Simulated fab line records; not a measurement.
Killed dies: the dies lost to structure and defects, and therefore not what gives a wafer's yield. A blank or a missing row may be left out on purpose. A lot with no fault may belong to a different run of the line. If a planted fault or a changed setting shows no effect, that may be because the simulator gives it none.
A sampling plan put to the test ; flow gf180mcu ; one line in one fab, 64 faults in these records, each fault weighed on the records of the lots it struck
The plan is the line's own looks: the steps of the route at which a gauge or an inspection reads the wafer and doesn't change it. Where struck wafers have a number at a look and the file lists that look's usual mean and standard deviation on fault-free wafers, the look can be judged. Caught: at a look after the fault's first step, the mean of the struck wafers lies 4 or more of those standard deviations (sigma) from the usual mean. On the tool: the test repeated on the tool's own readings taken at the fault's steps. Another recipe on the struck wafers, or a record that is blank for them alone, also counts as caught.

== THE FAULTS, as the simulator had put them in ==
1. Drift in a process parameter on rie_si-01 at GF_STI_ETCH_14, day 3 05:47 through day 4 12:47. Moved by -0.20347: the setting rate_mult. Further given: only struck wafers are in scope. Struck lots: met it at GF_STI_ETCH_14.
2. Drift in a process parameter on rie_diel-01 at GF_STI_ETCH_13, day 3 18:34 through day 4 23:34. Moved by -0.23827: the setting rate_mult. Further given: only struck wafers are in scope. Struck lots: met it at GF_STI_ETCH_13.
3. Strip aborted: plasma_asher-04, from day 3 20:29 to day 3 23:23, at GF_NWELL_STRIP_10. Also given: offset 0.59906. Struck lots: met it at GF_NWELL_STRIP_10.
4. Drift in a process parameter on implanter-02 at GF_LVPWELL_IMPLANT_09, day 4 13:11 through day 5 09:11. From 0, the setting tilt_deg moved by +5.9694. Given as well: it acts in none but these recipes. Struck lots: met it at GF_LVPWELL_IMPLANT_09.
5. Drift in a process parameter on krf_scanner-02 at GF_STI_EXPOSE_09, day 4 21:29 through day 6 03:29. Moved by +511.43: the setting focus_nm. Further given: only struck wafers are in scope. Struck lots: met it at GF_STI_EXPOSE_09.
6. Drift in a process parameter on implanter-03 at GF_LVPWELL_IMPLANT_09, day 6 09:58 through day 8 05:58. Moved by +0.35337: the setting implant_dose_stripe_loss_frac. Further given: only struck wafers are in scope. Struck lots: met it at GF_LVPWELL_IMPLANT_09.
7. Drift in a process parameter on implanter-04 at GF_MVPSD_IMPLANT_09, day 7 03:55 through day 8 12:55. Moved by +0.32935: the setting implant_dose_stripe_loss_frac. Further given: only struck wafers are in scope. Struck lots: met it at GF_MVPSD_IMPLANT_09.
8. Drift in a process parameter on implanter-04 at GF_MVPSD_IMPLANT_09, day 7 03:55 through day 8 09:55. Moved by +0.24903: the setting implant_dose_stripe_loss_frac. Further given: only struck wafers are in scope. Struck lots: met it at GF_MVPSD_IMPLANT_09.
9. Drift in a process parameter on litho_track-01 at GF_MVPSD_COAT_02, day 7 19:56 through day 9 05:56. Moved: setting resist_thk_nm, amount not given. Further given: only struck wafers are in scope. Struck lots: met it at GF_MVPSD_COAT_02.
10. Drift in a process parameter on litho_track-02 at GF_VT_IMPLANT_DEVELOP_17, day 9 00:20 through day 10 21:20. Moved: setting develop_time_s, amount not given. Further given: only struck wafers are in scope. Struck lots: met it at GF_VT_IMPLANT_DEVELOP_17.
11. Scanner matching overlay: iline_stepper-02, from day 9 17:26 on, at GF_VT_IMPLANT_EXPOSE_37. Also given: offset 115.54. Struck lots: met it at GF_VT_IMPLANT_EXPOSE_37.
12. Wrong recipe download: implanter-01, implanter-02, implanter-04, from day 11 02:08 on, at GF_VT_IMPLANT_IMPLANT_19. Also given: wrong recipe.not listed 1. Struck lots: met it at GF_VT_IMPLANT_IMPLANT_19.
13. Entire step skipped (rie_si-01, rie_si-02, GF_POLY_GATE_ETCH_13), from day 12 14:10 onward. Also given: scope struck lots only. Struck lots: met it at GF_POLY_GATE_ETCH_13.
14. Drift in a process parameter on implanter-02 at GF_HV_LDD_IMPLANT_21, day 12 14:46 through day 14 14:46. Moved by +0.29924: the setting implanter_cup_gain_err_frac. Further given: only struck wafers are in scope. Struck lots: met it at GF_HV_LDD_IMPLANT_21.
15. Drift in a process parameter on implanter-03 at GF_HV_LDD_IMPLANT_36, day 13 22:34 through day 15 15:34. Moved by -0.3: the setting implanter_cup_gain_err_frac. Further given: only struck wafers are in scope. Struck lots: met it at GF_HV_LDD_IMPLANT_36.
16. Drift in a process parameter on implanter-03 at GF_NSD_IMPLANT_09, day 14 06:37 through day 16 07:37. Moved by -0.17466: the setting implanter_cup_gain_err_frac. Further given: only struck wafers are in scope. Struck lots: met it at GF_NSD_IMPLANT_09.
17. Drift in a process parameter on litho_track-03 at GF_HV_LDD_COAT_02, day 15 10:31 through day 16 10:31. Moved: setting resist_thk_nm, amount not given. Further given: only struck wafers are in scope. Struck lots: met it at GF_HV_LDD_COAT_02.
18. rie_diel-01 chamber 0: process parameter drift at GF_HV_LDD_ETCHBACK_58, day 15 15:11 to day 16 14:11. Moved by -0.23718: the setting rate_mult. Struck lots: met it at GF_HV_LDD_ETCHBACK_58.
19. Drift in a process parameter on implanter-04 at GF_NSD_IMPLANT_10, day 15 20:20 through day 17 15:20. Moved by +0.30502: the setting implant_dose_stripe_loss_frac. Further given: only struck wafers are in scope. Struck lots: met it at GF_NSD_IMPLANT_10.
20. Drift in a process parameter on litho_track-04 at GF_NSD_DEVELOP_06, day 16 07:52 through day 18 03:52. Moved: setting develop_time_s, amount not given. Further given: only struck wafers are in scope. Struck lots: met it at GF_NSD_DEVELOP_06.
21. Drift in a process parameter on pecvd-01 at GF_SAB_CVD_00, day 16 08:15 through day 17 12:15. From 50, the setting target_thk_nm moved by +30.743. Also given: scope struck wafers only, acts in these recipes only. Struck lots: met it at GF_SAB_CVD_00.
22. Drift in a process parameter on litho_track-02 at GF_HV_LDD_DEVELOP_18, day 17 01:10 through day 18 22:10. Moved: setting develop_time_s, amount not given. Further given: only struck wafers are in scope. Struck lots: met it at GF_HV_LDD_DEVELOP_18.
23. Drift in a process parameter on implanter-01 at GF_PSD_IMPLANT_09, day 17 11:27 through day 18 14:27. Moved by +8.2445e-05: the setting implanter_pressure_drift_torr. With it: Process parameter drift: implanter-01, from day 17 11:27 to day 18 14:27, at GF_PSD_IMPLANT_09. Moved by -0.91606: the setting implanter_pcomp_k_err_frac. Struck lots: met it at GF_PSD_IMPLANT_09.
24. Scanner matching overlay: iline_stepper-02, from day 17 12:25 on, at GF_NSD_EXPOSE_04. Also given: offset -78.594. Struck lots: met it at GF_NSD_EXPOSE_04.
25. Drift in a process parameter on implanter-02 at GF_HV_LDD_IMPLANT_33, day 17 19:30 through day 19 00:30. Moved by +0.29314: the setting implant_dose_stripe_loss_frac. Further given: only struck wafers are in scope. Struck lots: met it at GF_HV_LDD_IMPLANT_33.
26. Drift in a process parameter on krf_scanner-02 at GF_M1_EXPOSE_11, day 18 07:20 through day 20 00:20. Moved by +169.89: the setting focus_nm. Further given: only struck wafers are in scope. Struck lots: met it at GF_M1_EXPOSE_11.
27. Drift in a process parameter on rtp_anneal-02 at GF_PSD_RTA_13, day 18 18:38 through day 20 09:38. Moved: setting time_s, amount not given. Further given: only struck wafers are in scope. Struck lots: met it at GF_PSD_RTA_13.
28. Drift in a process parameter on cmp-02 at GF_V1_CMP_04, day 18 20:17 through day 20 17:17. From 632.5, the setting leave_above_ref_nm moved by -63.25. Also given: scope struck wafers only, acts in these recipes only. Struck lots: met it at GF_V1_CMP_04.
29. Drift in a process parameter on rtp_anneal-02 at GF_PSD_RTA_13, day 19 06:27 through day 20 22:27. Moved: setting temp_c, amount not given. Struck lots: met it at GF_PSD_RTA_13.
30. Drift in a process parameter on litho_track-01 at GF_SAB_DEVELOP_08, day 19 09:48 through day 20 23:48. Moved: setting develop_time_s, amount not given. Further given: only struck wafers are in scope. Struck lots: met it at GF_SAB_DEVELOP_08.
31. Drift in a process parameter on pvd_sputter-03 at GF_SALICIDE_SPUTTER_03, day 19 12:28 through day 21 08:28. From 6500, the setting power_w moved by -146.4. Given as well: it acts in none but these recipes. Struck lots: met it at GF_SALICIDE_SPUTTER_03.
32. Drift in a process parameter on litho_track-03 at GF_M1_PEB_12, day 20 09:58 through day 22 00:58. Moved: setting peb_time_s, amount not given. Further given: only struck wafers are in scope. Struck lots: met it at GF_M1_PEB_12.
33. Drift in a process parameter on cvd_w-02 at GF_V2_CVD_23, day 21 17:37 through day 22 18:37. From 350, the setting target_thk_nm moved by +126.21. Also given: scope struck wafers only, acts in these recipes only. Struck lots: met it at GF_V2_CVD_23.
34. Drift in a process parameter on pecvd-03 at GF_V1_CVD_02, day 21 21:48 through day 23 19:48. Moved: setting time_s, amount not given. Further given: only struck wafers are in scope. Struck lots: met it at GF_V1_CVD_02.
35. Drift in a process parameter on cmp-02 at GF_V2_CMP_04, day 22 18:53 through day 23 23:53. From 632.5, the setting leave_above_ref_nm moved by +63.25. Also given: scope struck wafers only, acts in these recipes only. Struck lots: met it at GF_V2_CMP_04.
36. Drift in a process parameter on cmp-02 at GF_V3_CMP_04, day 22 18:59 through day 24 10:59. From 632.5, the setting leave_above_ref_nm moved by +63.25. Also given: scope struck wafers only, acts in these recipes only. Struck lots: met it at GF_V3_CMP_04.
37. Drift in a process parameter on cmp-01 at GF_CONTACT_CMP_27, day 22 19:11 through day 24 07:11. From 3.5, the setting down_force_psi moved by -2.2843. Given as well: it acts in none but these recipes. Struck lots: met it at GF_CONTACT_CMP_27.
38. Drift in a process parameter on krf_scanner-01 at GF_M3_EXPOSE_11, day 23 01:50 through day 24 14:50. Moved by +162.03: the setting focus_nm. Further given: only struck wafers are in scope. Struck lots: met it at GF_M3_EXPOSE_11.
39. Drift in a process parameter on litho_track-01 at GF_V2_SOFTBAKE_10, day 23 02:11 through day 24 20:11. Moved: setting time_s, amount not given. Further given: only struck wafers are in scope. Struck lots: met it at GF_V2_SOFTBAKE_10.
40. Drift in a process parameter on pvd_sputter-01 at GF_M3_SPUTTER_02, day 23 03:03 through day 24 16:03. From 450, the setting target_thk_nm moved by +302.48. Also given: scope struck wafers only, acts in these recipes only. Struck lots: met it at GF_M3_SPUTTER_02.
41. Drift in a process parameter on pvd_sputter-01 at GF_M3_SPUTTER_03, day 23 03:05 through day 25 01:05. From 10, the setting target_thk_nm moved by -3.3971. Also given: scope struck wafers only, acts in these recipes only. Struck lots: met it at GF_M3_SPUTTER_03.
42. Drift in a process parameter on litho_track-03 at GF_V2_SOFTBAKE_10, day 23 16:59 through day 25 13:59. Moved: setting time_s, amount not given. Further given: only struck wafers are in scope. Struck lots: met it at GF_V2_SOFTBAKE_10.
43. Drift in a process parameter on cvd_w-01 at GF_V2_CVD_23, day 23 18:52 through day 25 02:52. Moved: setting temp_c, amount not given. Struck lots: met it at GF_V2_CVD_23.
44. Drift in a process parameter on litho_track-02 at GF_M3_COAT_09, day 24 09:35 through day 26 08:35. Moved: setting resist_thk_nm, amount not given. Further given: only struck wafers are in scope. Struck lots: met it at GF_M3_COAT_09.
45. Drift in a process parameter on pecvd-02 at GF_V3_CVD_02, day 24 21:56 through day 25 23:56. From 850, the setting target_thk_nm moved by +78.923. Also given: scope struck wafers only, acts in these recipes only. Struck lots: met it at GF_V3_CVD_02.
46. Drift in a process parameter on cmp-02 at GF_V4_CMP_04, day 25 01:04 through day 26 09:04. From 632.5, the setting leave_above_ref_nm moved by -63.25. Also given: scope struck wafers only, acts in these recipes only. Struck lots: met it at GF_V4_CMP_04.
47. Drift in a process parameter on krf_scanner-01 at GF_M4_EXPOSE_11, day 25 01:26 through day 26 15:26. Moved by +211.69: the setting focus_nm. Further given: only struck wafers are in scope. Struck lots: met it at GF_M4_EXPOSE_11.
48. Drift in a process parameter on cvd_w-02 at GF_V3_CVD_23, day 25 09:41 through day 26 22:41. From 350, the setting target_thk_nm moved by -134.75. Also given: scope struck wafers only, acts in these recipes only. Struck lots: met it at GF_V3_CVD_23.
49. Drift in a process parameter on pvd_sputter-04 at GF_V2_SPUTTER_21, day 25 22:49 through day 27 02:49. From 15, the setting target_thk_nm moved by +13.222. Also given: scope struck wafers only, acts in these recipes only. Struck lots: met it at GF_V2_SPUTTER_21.
50. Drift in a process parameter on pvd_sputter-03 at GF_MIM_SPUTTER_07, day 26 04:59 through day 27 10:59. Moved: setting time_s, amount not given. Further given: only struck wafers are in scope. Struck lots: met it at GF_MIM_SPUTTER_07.
51. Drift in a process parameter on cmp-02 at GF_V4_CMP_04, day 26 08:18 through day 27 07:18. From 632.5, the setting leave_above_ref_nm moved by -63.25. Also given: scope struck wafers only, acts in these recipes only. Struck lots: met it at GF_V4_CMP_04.
52. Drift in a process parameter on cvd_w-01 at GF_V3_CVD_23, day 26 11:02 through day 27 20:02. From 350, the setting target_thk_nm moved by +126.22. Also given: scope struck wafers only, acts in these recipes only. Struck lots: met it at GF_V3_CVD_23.
53. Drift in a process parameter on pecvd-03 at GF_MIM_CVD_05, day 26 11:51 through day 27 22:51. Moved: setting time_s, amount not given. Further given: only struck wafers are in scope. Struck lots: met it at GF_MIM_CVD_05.
54. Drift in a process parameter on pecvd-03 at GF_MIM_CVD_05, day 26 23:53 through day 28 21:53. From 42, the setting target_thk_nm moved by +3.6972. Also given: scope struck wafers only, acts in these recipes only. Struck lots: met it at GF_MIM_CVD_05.
55. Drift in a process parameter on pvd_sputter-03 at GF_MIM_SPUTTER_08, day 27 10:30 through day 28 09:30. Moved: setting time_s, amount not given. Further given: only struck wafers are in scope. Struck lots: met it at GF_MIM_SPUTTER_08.
56. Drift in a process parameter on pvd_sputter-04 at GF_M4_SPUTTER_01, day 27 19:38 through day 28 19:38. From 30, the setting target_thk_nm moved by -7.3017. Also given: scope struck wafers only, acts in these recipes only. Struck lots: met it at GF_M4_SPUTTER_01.
57. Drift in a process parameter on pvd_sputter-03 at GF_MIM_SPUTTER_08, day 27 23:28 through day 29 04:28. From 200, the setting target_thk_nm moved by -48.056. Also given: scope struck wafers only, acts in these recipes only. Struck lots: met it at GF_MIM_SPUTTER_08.
58. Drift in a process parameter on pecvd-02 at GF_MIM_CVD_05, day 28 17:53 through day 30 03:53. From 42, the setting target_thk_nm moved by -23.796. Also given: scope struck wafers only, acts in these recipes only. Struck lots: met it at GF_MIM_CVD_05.
59. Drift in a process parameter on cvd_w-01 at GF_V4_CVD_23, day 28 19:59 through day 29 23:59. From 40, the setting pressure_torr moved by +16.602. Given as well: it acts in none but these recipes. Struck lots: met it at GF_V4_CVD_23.
60. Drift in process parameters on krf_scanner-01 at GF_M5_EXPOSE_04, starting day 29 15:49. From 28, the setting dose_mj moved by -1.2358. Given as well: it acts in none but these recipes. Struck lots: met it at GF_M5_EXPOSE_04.
61. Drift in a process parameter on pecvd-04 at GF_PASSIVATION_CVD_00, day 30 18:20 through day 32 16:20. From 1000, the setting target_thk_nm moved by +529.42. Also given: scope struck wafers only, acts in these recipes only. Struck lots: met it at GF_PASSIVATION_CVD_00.
62. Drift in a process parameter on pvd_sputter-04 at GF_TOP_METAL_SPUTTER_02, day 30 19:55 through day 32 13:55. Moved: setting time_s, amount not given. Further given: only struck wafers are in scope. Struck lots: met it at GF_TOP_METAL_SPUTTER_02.
63. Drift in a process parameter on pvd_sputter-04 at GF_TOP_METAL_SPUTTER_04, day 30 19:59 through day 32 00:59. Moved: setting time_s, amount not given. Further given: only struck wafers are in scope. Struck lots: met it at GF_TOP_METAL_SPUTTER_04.
64. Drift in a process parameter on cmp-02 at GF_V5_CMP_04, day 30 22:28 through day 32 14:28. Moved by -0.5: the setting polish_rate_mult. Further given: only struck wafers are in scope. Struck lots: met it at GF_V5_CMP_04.

== WHAT THE PLAN SAW ==
fault;on the tool itself;first look that catches it;reading, sigma;median hours from its first step to that look;hours from the fault's start to the first struck lot there;judged looks passed uncaught
1;oes_product_au -12 sigma;none of the 2 looks that can be judged after it;-;-;-;2
2;under 2 sigma;none of the 2 looks that can be judged after it;-;-;-;2
3;oes_product_au +54 sigma;GF_LVPWELL_TW_MEAS_11;LVPWELL_TW -99 or beyond;14.1;17;0
4;tilt_deg +99 or beyond sigma;GF_VT_IMPLANT_RS_MEAS_48;LVPWELL_RS -9.0;93.6;97;2
5;under 2 sigma;GF_STI_CD_MEAS_12;cd_nm -67;6.9;10;0
6;under 2 sigma;GF_VT_IMPLANT_RS_MEAS_48;LVPWELL_RS +14;103.1;108;2
7;under 2 sigma;GF_VT_IMPLANT_RS_MEAS_49;MVPSD_RS +7.9;67.5;78;0
8;no reading that can be judged;GF_VT_IMPLANT_RS_MEAS_49;MVPSD_RS +4.5;68.4;78;1
9;no reading that can be judged;no look after it can be judged;-;-;-;0
10;no reading that can be judged;none of the 7 looks that can be judged after it;-;-;-;7
11;under 2 sigma;GF_VT_IMPLANT_OVL_MEAS_40;VT_IMPLANT_03_OVL +82;8.7;21;0
12;no reading that can be judged;GF_VT_IMPLANT_TW_MEAS_21;VT_IMPLANT_2_TW -41;0.2;4;0
13;the tool's record is blank for the struck wafers;no look after it can be judged;-;-;-;0
14;faraday_current_uA +13 sigma;GF_HV_LDD_TW_MEAS_23;HV_LDD_2_TW -16;0.2;6;0
15;beam_on_s +20 sigma;GF_HV_LDD_TW_MEAS_38;HV_LDD_3_TW +5.0;0.3;6;0
16;under 2 sigma;GF_PSD_RS_MEAS_14;NSD_RS -10;22.1;29;1
17;under 2 sigma;GF_HV_LDD_CD_MEAS_07;cd_nm +11;11.3;12;0
18;only faintly: bias_w -2.2 sigma;not the one look that can be judged after it;-;-;-;1
19;under 2 sigma;none of the 3 looks that can be judged after it;strongest: NSD_RS at GF_PSD_RS_MEAS_14, +3.4;-;-;3
20;no reading that can be judged;GF_NSD_CD_MEAS_07;cd_nm +7.8;0.1;4;0
21;under 2 sigma;GF_SAB_THK_MEAS_01;SAB_CVD_00_THK +55;0.0;27;0
22;no reading that can be judged;GF_HV_LDD_CD_MEAS_19;cd_nm -41;0.1;24;0
23;end_station_pressure_torr +99 or beyond sigma;GF_PSD_TW_MEAS_11;PSD_TW +5.4;0.2;9;0
24;no reading that can be judged;GF_NSD_OVL_MEAS_08;NSD_OVL -52;11.7;14;0
25;under 2 sigma;none of the 7 looks that can be judged after it;-;-;-;7
26;under 2 sigma;GF_M1_CD_MEAS_14;cd_nm -9.0;11.6;47;0
27;run_length_s +18 sigma;GF_PSD_RS_MEAS_14;NSD_RS -24;0.1;20;0
28;time_to_endpoint_s +4.5 sigma;none of the 2 looks that can be judged after it;-;-;-;2
29;under 2 sigma;GF_PSD_RS_MEAS_14;NSD_RS -34;0.1;8;0
30;under 2 sigma;no look after it can be judged;-;-;-;0
31;cathode_dc_power_W -99 or beyond sigma;not the one look that can be judged after it;-;-;-;1
32;no reading that can be judged;GF_M1_CD_MEAS_14;cd_nm -4.0;0.3;4;0
33;under 2 sigma;GF_V2_RS_MEAS_24;V2_W_RS -26;0.1;1;0
34;run_length_s +87 sigma;GF_V1_THK_MEAS_03;V1_CVD_02_THK +31;0.1;21;0
35;time_to_endpoint_s -5.2 sigma;not the one look that can be judged after it;-;-;-;1
36;time_to_endpoint_s -5.4 sigma;no look after it can be judged;-;-;-;0
37;overpolish_run_s -99 or beyond sigma;no look after it can be judged;-;-;-;0
38;under 2 sigma;GF_M3_CD_MEAS_14;cd_nm -7.9;11.5;17;0
39;heater_power_total_W +99 or beyond sigma;GF_V2_CD_MEAS_14;cd_nm -5.4;11.5;15;0
40;under 2 sigma;GF_M3_RS_MEAS_05;M3_ALCU_RS -37;0.1;8;0
41;under 2 sigma;no look after it can be judged;-;-;-;0
42;heater_power_total_W +84 sigma;none of the 2 looks that can be judged after it;strongest: cd_nm at GF_V2_CD_MEAS_14, -2.8;-;-;2
43;susceptor_temp_C +99 or beyond sigma;GF_V2_RS_MEAS_24;V2_W_RS -39;0.1;8;0
44;no reading that can be judged;not the one look that can be judged after it;-;-;-;1
45;under 2 sigma;GF_V3_THK_MEAS_03;V3_CVD_02_THK +6.8;0.1;4;0
46;only faintly: time_to_endpoint_s +2.3 sigma;none of the 2 looks that can be judged after it;-;-;-;2
47;no reading that can be judged;GF_M4_CD_MEAS_14;cd_nm -12;10.3;15;0
48;under 2 sigma;GF_V3_RS_MEAS_24;V3_W_RS +52;0.1;1;0
49;under 2 sigma;not the one look that can be judged after it;-;-;-;1
50;under 2 sigma;no look after it can be judged;-;-;-;0
51;only faintly: time_to_endpoint_s +3.9 sigma;no look after it can be judged;-;-;-;0
52;under 2 sigma;GF_V3_RS_MEAS_24;V3_W_RS -22;0.1;7;0
53;run_length_s -10 sigma;GF_MIM_THK_MEAS_06;MIM_CVD_05_THK -14;0.0;20;0
54;under 2 sigma;GF_MIM_THK_MEAS_06;MIM_CVD_05_THK +8.4;0.0;8;0
55;under 2 sigma;GF_MIM_RS_MEAS_10;MIM_ALCU_RS +16;0.1;3;0
56;under 2 sigma;no look after it can be judged;-;-;-;0
57;under 2 sigma;GF_MIM_RS_MEAS_10;MIM_ALCU_RS +29;0.1;1;0
58;under 2 sigma;GF_MIM_THK_MEAS_06;MIM_CVD_05_THK -50;0.0;4;0
59;chamber_pressure_Torr +99 or beyond sigma;GF_V4_RS_MEAS_24;V4_W_RS -13;0.1;1;0
60;exposure_dose_mJ_cm2 -49 sigma;GF_M5_CD_MEAS_07;cd_nm +7.2;9.0;19;0
61;under 2 sigma;GF_PASSIVATION_THK_MEAS_01;PASSIVATION_CVD_00_THK +38;0.1;26;0
62;under 2 sigma;GF_TOP_METAL_RS_MEAS_05;TOP_METAL_ALCU_RS -12;0.1;13;0
63;under 2 sigma;none of the 4 looks that can be judged after it;-;-;-;4
64;under 2 sigma;no look after it can be judged;-;-;-;0
Dash: fault not caught, or number not given in these records.

Caught at a look: 40 of 64. Caught on the tool: 20 of 64. By one or the other: 48 of 64.
On the tool alone, faults 1, 13, 28, 31, 35, 36, 37, 42 were caught.
Caught at a look alone: faults 5, 6, 7, 8, 11, 12, 16, 17, 20, 21, 22, 24, 26, 29, 32, 33, 38, 40, 45, 47, 48, 52, 54, 55, 57, 58, 61, 62.
Caught by neither: faults 2, 9, 10, 18, 19, 25, 30, 41, 44, 46, 49, 50, 51, 56, 63, 64.

== THINNER SAMPLING ==
Were the look that catches a fault to measure just every second or every third lot (counted by lot number), the first struck lot would, at worst, be measured this late:
fault;struck lots at that look, in order of time;every lot;every second lot;every third lot
3;L255;17 h;may miss it;may miss it
4;L545, L546, L547;97 h;105 h;112 h
5;L217, L218;10 h;14 h;may miss all 2
6;L415, L417, L419;108 h;may miss all 3;134 h
7;L365, L366;78 h;84 h;may miss all 2
8;L692, L693, L694;78 h;84 h;90 h
11;L813, L818;21 h;54 h;may miss all 2
12;L843, L844;4 h;9 h;may miss all 2
14;L263, L267, L268;6 h;39 h;39 h
15;L647, L649;6 h;may miss all 2;may miss all 2
16;L754, L756, L758;29 h;may miss all 3;69 h
17;L700;12 h;may miss it;may miss it
20;L228, L230, L233;4 h;42 h;may miss all 3
21;L328;27 h;may miss it;may miss it
22;L242;24 h;may miss it;may miss it
23;L166, L167;9 h;13 h;may miss all 2
24;L545, L546;14 h;24 h;may miss all 2
26;L771, L770;47 h;47 h;may miss all 2
27;L260, L261;20 h;22 h;may miss all 2
29;L946, L947;8 h;11 h;may miss all 2
32;L594, L596;4 h;may miss all 2;may miss all 2
33;L580, L582;1 h;may miss all 2;may miss all 2
34;L343, L345;21 h;may miss all 2;may miss all 2
38;L123, L126;17 h;39 h;may miss all 2
39;L378, L381, L383;15 h;41 h;may miss all 3
40;L592;8 h;may miss it;may miss it
43;L885, L886;8 h;12 h;may miss all 2
45;L948, L950;4 h;may miss all 2;may miss all 2
47;L673, L674;15 h;30 h;may miss all 2
48;L126, L129;1 h;16 h;may miss all 2
52;L846;7 h;may miss it;may miss it
53;L815;20 h;may miss it;may miss it
54;L569;8 h;may miss it;may miss it
55;L500, L502;3 h;may miss all 2;may miss all 2
57;L120, L122;1 h;may miss all 2;may miss all 2
58;L738, L742;4 h;may miss all 2;may miss all 2
59;L660, L661, L664;1 h;13 h;may miss all 3
60;L390, L391;19 h;20 h;may miss all 2
61;L781, L784;26 h;43 h;may miss all 2
62;L777;13 h;may miss it;may miss it
The hour figures run from when the fault began to the first measured lot among those it struck. The limit of 4 sigma was tested on all struck wafers together, so one lot alone may lie under it. Other struck lots may not be in these records.

== THE LONGEST TIMED WAY FROM STEP TO LOOK ==
Fault 6: the median time between GF_LVPWELL_IMPLANT_09 and GF_VT_IMPLANT_RS_MEAS_48 is 103.1 hours. The looks between them that can be judged stayed within 4 sigma: GF_VT_IMPLANT_TW_MEAS_43, GF_VT_IMPLANT_RS_MEAS_46.
